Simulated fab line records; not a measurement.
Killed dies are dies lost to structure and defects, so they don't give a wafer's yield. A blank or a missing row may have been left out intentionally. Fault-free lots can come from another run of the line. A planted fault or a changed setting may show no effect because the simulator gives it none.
Matching of chambers / flow sky130 / 3 sister chambers for SKY_PASSIVATION_CVD_00 on pecvd-01
The step deposits SiO2, target thk 90 nm. 3 wafers are shown with their chamber, then 10 later ones without.

## WAFERS PAIRED WITH THEIR CHAMBERS
wafer=L089.5; chamber=1; heater power w (W)=535
wafer=L088.1; chamber=0; heater power w (W)=887
wafer=L088.2; chamber=2; heater power w (W)=478

## WAFERS WHOSE CHAMBER IS MISSING
wafer=L088.5; heater power w (W)=866
wafer=L093.2; heater power w (W)=570
wafer=L093.3; heater power w (W)=503
wafer=L093.6; heater power w (W)=517
wafer=L094.3; heater power w (W)=515
wafer=L094.5; heater power w (W)=834
wafer=L094.6; heater power w (W)=522
wafer=L096.1; heater power w (W)=433
wafer=L096.3; heater power w (W)=795
wafer=L096.5; heater power w (W)=451

## CHAMBER TAKEN BY EACH
wafer=L088.5; from the rows above=0; in truth=0
wafer=L093.2; from the rows above=can't be placed: 1 or 2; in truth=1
wafer=L093.3; from the rows above=can't be placed: 2 or 1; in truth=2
wafer=L093.6; from the rows above=can't be placed: 1 or 2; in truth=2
wafer=L094.3; from the rows above=can't be placed: 1 or 2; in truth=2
wafer=L094.5; from the rows above=0; in truth=0
wafer=L094.6; from the rows above=can't be placed: 1 or 2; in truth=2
wafer=L096.1; from the rows above=can't be placed: 2 or 1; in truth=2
wafer=L096.3; from the rows above=0; in truth=0
wafer=L096.5; from the rows above=can't be placed: 2 or 1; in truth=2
Placed correctly: 3 of 10. These rows do not allow placing 7 (true chamber among the candidates in 7). Wrongly placed: 0.
How it was worked out, from the rows above alone: a wafer's distance from a chamber is the root of the sum, over the readings, of the square of ((its reading less the chamber's mean) divided by the reading's scatter). The wafer belongs to the nearest chamber; if the next one is less than 2 further off, it can't be placed. For every chamber, the mean is computed from those of its wafers that are shown. The scatter: root of mean squared gap, hidden wafer to nearest shown wafer, with one shown wafer a chamber.
